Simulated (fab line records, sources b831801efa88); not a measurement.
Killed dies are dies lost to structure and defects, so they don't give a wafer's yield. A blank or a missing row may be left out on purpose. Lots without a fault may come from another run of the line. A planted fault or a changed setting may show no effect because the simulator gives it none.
One fault seen from 2 desks | flow gf180mcu | each desk has only its own numbers; what lay behind them comes last

THE METROLOGY DESK
What the gauges read, lot by lot, whatever tool the lot ran on: means of the sampled wafers that have a number. A lot is out of limits, marked OUT, if its mean lies more than 4 standard deviations from the usual mean; the brackets give that distance.
Columns: A = CONTACT_CVD_02_THK at GF_CONTACT_THK_MEAS_03, usual 865 nm; B = CONTACT_W_RS at GF_CONTACT_RS_MEAS_25, usual 0.379 ohm/sq; C = CONTACT_W_THK at GF_CONTACT_THK_MEAS_26, usual 308 nm
lot  | first seen here | A   | B                | C
L466 | day 15 15:44    | 860 | 0.379            | 308
L467 | day 16 03:05    | 857 | 0.379            | 308
L468 | day 16 05:58    | 853 | 0.376            | 307
L470 | day 16 23:37    | 869 | 0.381            | 308
L471 | day 17 08:13    | 886 | 0.383            | 306
L472 | day 17 18:04    | 854 | 0.383            | 307
L473 | day 17 23:22    | 879 | 0.383            | 305
L474 | day 18 18:07    | 836 | 0.379            | 310
L476 | day 19 11:51    | 855 | 0.381            | 307
L478 | day 20 06:08    | 885 | 0.385            | 300
L481 | day 21 01:11    | 859 | 0.376            | 311
L482 | day 21 12:17    | 870 | 0.345 (-7.0) OUT | 342 (+7.9) OUT
This desk's finding: out of limits on L482; first on L482, day 22 13:14 (CONTACT_W_RS at GF_CONTACT_RS_MEAS_25). In limits: L466, L467, L468, L470, L471, L472, L473, L474, L476, L478, L481.

THE TOOL OWNER'S DESK: cvd_w-02
The tool's own readings at GF_CONTACT_CVD_24 (deposits W, target thk 300 nm, time 90.339 s): means of the sampled wafers that have a number, for each lot that ran on this tool. A lot is out of limits, marked OUT, if its mean lies more than 4 standard deviations from the usual mean; the brackets give that distance.
Columns: A = heater_power_w at GF_CONTACT_CVD_24, usual 881 W
lot  | first seen here | A
L468 | day 17 05:27    | 878
L470 | day 18 00:19    | 889
L471 | day 18 08:56    | 779
L472 | day 18 18:26    | 789
L478 | day 21 07:53    | 878
L482 | day 22 13:07    | 832
This desk's finding: nothing out of limits on any of the 6 lots.

PUT TOGETHER
The metrology desk could have raised an alarm at day 22 13:14, on L482.
The tool owner's desk saw nothing out of limits.
The tool owner's desk has L482 on record, within its limits.
Of the lots named, all ran GF_CONTACT_CVD_24 on cvd_w-02.

WHAT THE SIMULATOR HAD PUT IN
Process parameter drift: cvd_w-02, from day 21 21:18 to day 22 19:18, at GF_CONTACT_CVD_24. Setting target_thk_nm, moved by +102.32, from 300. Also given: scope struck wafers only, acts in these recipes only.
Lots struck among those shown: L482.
Hours from the fault's start to each desk's first reading out of limits: the metrology desk, 16.
